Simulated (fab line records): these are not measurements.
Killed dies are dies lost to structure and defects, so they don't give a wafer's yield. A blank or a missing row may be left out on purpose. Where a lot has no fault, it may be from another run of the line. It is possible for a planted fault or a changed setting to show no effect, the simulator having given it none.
fab line records ; flow sfq-line
record: lots: 14; wafers: 42; last-day: 91
route steps=325 shown M7@293
lots with no fault: from the same line, run without faults
start-h: hours from the record's opening day to when the first of the lot's shown wafers began ; wait-h: how many hours have passed since the lot's step before this one ; " unchanged from the row above ; L1.1+2: several wafers, shown together as one row ; - value missing, or start not given ; * or withheld: withheld ; < > ~ a bound
route shown NAME@n: names a module that has steps shown in the file, with the first one's number in the route ; usual: mean and standard deviation over wafers with no fault ; same: alike in all rows ; chamber/n: place in a boat ; sites: the reading at each site ; _std_site: standard deviation of those values ; _edge_site: the outer-site mean with the inner-site mean subtracted ; radius-mm: how far each site lies from the wafer's centre ; mask NAME#n: copy n ; behind: the most recent tool/chamber to have shaped the wafer ; hold: why the lot was held/for how many hours/how that ended ; device: whichever transistor did not switch (one of n, p or np) ; end of line: the tests these same wafers got at the end of their route ; a step without rows: its recipe alone ; killed: dies that structure and defects cost at the first sort, which is not the same as the wafer's yield ; map: dies across one wafer; x = killed, . = not, _ = none there
set.NAME: the setting the step ran with; set.NAME@STEP: the setting that earlier step ran with ; model.NAME: the simulator's own value behind a step, which no gauge read
a sample of lots followed through the steps of the route, with each step as a table and each wafer as a row
services: from which hour (start-h, from the record's first day; less than 0 if before it) a tool's chamber was out of use, for how many hours, and why
== steps ==
step: SFQ_TRILAYER_M7_ETCH_METAL_ETCH_180
recipe: target: Nb; stop-on: SiO2; mask-material: PR; chemistry: Cl2/Ar; target-depth-nm: 240; icp-w: 600; bias-w: 80; pressure-mtorr: 10; time-s: 120
usual: drypump-motor-current-A: 6.2/0.38; oes-product-au: 0.896/0.0073
lot.wafer;tool;chamber;start-h;wait-h;drypump-motor-current-A;oes-product-au;rf-hours-counter-h
L278.4;rie-metal-04;0;1837.20;0.1;6.5;0.883;-
L278.5;rie-metal-04;0;1837.20;0.1;6.4;0.881;-
L278.6;rie-metal-04;1;1837.20;0.1;6.6;0.887;-
L280.4;rie-metal-03;1;1894.90;0.1;6.1;0.893;-
L280.5;rie-metal-03;0;1894.90;0.1;6.4;0.889;-
L280.6;rie-metal-03;1;1894.90;0.1;6.1;0.891;-
L281.1;rie-metal-02;0;1909.26;0.0;6.0;0.901;122
L281.2;rie-metal-02;1;1909.26;0.0;5.5;0.907;71
L281.4;rie-metal-02;1;1909.26;0.0;5.5;0.901;-
L282.3;rie-metal-04;0;1910.50;0.1;6.5;0.894;-
L282.5;rie-metal-04;0;1910.50;0.1;6.5;0.909;-
L282.6;rie-metal-04;1;1910.50;0.1;6.6;0.893;-
L285.1;rie-metal-04;1;1937.89;0.0;6.7;0.900;78
L285.4;rie-metal-04;1;1937.89;0.0;6.7;0.899;-
L285.5;rie-metal-04;0;1937.89;0.0;6.5;0.854;-
L286.3;rie-metal-02;1;1939.13;0.1;5.6;0.891;-
L286.5;rie-metal-02;0;1939.13;0.1;6.1;0.889;-
L286.6;rie-metal-02;1;1939.13;0.1;5.6;0.881;-
L288.3;rie-metal-04;1;1942.73;0.1;6.6;0.863;-
L288.4;rie-metal-04;0;1942.73;0.1;6.5;0.895;-
L288.5;rie-metal-04;0;1942.73;0.1;6.5;0.857;-
L290.3;rie-metal-02;0;1946.33;0.1;6.1;0.901;-
L290.4;rie-metal-02;1;1946.33;0.1;5.5;0.888;-
L290.6;rie-metal-02;1;1946.33;0.1;5.6;0.893;-
L293.1;rie-metal-02;0;1987.32;0.0;6.0;0.896;0
L293.4;rie-metal-02;1;1987.32;0.0;5.6;0.900;-
L293.5;rie-metal-02;1;1987.32;0.0;5.6;0.896;-
L294.3;rie-metal-02;1;1989.76;0.1;5.6;0.898;-
L294.4;rie-metal-02;0;1989.76;0.1;6.1;0.891;-
L294.5;rie-metal-02;0;1989.76;0.1;6.1;0.893;-
L295.2;rie-metal-03;0;1994.66;0.0;6.3;0.914;133
L295.4;rie-metal-03;0;1994.66;0.0;6.4;0.907;-
L295.6;rie-metal-03;0;1994.66;0.0;6.3;0.903;-
L296.4;rie-metal-02;0;1995.90;0.1;6.1;0.899;-
L296.5;rie-metal-02;1;1995.90;0.1;5.6;0.897;-
L296.6;rie-metal-02;0;1995.90;0.1;6.1;0.896;-
L298.1;rie-metal-03;0;1998.26;0.0;6.3;0.890;134
L298.4;rie-metal-03;0;1998.26;0.0;6.4;0.891;-
L298.6;rie-metal-03;1;1998.26;0.0;6.0;0.889;-
L301.2;rie-metal-02;0;2004.26;0.0;6.1;0.889;3
L301.4;rie-metal-02;0;2004.26;0.0;6.1;0.888;-
L301.5;rie-metal-02;0;2004.26;0.0;6.1;0.907;-
== services ==
tool;chamber;start-h;hours;kind
rie-metal-04;-;1882.24;4.3;pm
rie-metal-04;-;1916.54;2.8;pm
rie-metal-02;-;1919.31;0.6;repair
rie-metal-02;0;1970.38;-;clean
rie-metal-02;0;1970.38;-;consumable-replace:focus-ring
rie-metal-02;0;1970.38;16.5;scheduled-down
rie-metal-02;0;1970.38;16.5;vent-cycle
rie-metal-02;-;1977.56;2.8;pm
rie-metal-02;-;1981.10;0.8;repair
== key ==
first-sign: step: SFQ_TRILAYER_M7_ETCH_METAL_ETCH_180; reading: oes-product-au; direction: down; sigmas: 5.2; usual: 0.896; struck: 0.858
effect none on later readings
met-at SFQ_TRILAYER_M7_ETCH_METAL_ETCH_180
struck-lots L285,L288
struck-wafers L285.5,L288.3,L288.5
onset-between 1910.50 1937.89
fault: kind: process-parameter-drift; tool: rie-metal-04; chamber: -; onset-h: 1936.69; steps: SFQ_TRILAYER_M7_ETCH_METAL_ETCH_180; channel: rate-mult; offset: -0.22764; shape: step; end-h: 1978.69; scope: struck-wafers-only
